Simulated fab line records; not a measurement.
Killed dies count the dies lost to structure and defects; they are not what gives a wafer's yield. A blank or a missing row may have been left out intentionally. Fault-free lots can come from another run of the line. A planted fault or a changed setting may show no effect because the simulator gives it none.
A lot that was struck, set against a sound lot | flow sky130 | 15 out of 708 route steps
Sound: the wafers L746.2, L746.3, L746.5. Struck: wafer L752.1. The cause comes at the end.
Per side, at each step with rows, come the tool, then ch with its chambers, and then its first start. Under that, the readings that differ: sound wafers | struck wafers | difference of the means | sigmas: that difference in standard deviations of wafers without a fault.
alike: same words and numbers on both sides, and readings whose means sit less than 2 such deviations apart. not compared: any withheld reading, any reading some wafer has no value for, any bound like >300 that may hide the same value, and any number with overlapping values for which the record gives no deviation.
The two part at a step that has a row with sigmas, a row that says differs or no value, or rows on one side only. Numbers that have no deviation but don't overlap get no sigmas and don't part them. Lack of a reading on every wafer of one side parts them only where that side has two or more wafers.

SKY_VIA1_STRIP_16: strips in O2/N2.
  sound on plasmaAsher-04 ch 0, day 35 16:29; struck on plasmaAsher-01 ch 1, day 37 18:41
  alike: drypumpMotorCurrentA, oesProductAu, stripTimeToEndpointS
  not compared: rfHoursCounterH
then, 4 steps without rows for these wafers: SKY_VIA1_STRIP_17 (strips in post etch residue remover, time 1200 s); SKY_VIA1_CLEAN_18 (cleans in IPA, time 180 s); SKY_VIA1_CLEAN_19 (cleans in O3/DIW); SKY_VIA1_SPUTTER_20 (material TiN, target thk 20 nm, time 80 s).
SKY_VIA1_CVD_21: deposits W, target thk 270 nm, time 80.902 s.
  sound on cvdW-02 ch 0,1, day 35 17:11; struck on cvdW-01 ch 1, day 37 19:28
  alike: heaterPowerW
SKY_VIA1_RS_MEAS_22: measurement is done with a four-point probe.
  sound on filmMetro-02 at day 35 17:17; struck on filmMetro-03 at day 37 19:34
  alike: VIA1_W_RS
SKY_VIA1_THK_MEAS_23: measures by xrf.
  sound on filmMetro-02 at day 35 17:24; struck on filmMetro-03 at day 37 19:41
  alike: VIA1_W_THK
then, 1 step without rows for these wafers: SKY_VIA1_CMP_24 (polishes, stops on SiO2, t overpolish 15 s, target thk 0 nm).
SKY_METAL2_SPUTTER_00: material Ti, target thk 15 nm, time 10 s.
  sound on pvdSputter-04 at day 35 17:45; struck on pvdSputter-02 at day 37 20:02
  alike: throttleValvePct
then, 1 step without rows for these wafers: SKY_METAL2_SPUTTER_01 (material TiN, target thk 20 nm, time 16.7 s).
SKY_METAL2_SPUTTER_02: material AlCu, target thk 250 nm, time 13.3 s.
  sound on pvdSputter-04 at day 35 17:48; struck on pvdSputter-02 at day 37 20:05
  alike: throttleValvePct
SKY_METAL2_SPUTTER_03: material Ti, target thk 5 nm, time 3.3 s.
  sound on pvdSputter-04 at day 35 17:49; struck on pvdSputter-02 at day 37 20:07
reading                                  | sound             | struck | difference | sigmas
model.Ti_of_METAL2_SPUTTER_03.thkNm (nm) | 5.137 4.928 5.011 | 2.256  | -2.769     | 
  alike: throttleValvePct
SKY_METAL2_SPUTTER_04: material TiN, target thk 70 nm, time 58.3 s.
  sound on pvdSputter-04 at day 35 17:50; struck on pvdSputter-02 at day 37 20:08
  alike: throttleValvePct
-- the record jumps here: 11 days lie between the struck wafers' starts before and after (it left off in module METAL2 and takes up again in module PAD_OPEN, whose first step shown is number 708 of the route) --
SKY_PAD_OPEN_PROBE_99:
  sound on prober-02 at day 47 04:23; struck on prober-02 at day 48 22:20
reading            | sound    | struck | difference | sigmas
killed_at_M0_to_M3 | 31 32 44 | 56     | +20        | +3
  alike: killed_at_M4_up, killedAtContacts, killedAtFrontEnd, killedAtOther, killedDies, killedOpen, killedShort

WHERE THEY PART
SKY_PAD_OPEN_PROBE_99 only, going by this record.

WHY: the cause the simulator had injected
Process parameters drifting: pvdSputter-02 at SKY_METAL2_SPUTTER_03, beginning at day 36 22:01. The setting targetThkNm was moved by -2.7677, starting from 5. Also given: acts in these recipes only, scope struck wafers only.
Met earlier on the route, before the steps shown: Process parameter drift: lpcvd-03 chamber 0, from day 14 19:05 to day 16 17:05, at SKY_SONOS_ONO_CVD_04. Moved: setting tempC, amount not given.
